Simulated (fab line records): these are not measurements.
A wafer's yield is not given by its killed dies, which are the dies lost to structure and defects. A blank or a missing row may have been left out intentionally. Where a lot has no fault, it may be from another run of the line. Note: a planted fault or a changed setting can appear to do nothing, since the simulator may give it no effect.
Struck lot and sound lot, side by side || flow sky130 || 14 out of 708 route steps
Sound: these wafers, L529.3, L529.4, L529.6. Struck: wafers L530.1, L530.5, L530.6. The cause is given at the end.
At each step with rows: each side's tool, then ch and its chambers, then its first start. Under that, the readings that differ: sound wafers || struck wafers || difference of the means || sigmas: that difference in standard deviations of wafers without a fault.
alike: same words and numbers on both sides, and readings whose means sit less than 2 such deviations apart. not compared: any withheld reading, any reading some wafer has no value for, any bound like >300 that may hide the same value, and any number with overlapping values for which the record gives no deviation.
The two part at a step that has a row with sigmas, a row that says differs or no value, or rows on one side only. Numbers that don't overlap but have no deviation are shown without sigmas and don't part them. Lack of a reading on every wafer of one side parts them only where that side has two or more wafers.

first, 2 steps without rows for these wafers: SKY_LDD_HVN_PEB_05; SKY_LDD_HVN_DEVELOP_06 (develop time 60 s).
SKY_LDD_HVN_OVL_MEAS_07:
  sound: overlay-01 at day 20 16:48; struck: overlay-02 at day 21 00:59
  alike: LDD_HVN_OVL
following that, these wafers have no rows for 1 step: SKY_LDD_HVN_IMPLANT_08.
SKY_LDD_HVN_STRIP_09: strips in O2/N2.
  sound on plasma-asher-04 ch 0,1, day 20 17:01; struck on plasma-asher-03 ch 0,1, day 21 01:10
  alike: drypump-motor-current-A, oes-product-au, strip-time-to-endpoint-s
  not compared: rf-hours-counter-h
SKY_LDD_HVN_TW_MEAS_10:
  sound: film-metro-02 at day 20 17:05; struck: film-metro-03 at day 21 01:16
  alike: LDD_HVN_TW
then, 6 steps without rows for these wafers: SKY_LDD_HVP_DEHYDRATE_00 (time 60 s); SKY_LDD_HVP_HMDS_01 (prime time 60 s); SKY_LDD_HVP_COAT_02 (resist thk 300 nm); SKY_LDD_HVP_SOFTBAKE_03 (time 60 s); SKY_LDD_HVP_EXPOSE_04 (exposes mask HVPTM, target cd 700 nm); SKY_LDD_HVP_PEB_05.
SKY_LDD_HVP_DEVELOP_06: develop time 60 s.
  struck on litho-track-01, day 22 06:49; sound on litho-track-01 ch 0, day 21 22:52
  no value came back on the struck wafers for chill-plate-temp-C (C), develop-time-s (s); on the sound wafers chill-plate-temp-C (C) reads 22.86 22.81 22.86
SKY_LDD_HVP_OVL_MEAS_07:
  sound: overlay-02 at day 21 22:59; struck: overlay-01 at day 22 06:58
{"reading": "LDD_HVP_OVL (nm)", "sound": "3.3 1.2 3.5", "struck": "- - -", "difference": "no value on the struck wafers", "sigmas": ""}

WHERE THEY PART
Earliest at SKY_LDD_HVP_DEVELOP_06; latest, in this record, at SKY_LDD_HVP_OVL_MEAS_07.

WHY: the cause the simulator had injected
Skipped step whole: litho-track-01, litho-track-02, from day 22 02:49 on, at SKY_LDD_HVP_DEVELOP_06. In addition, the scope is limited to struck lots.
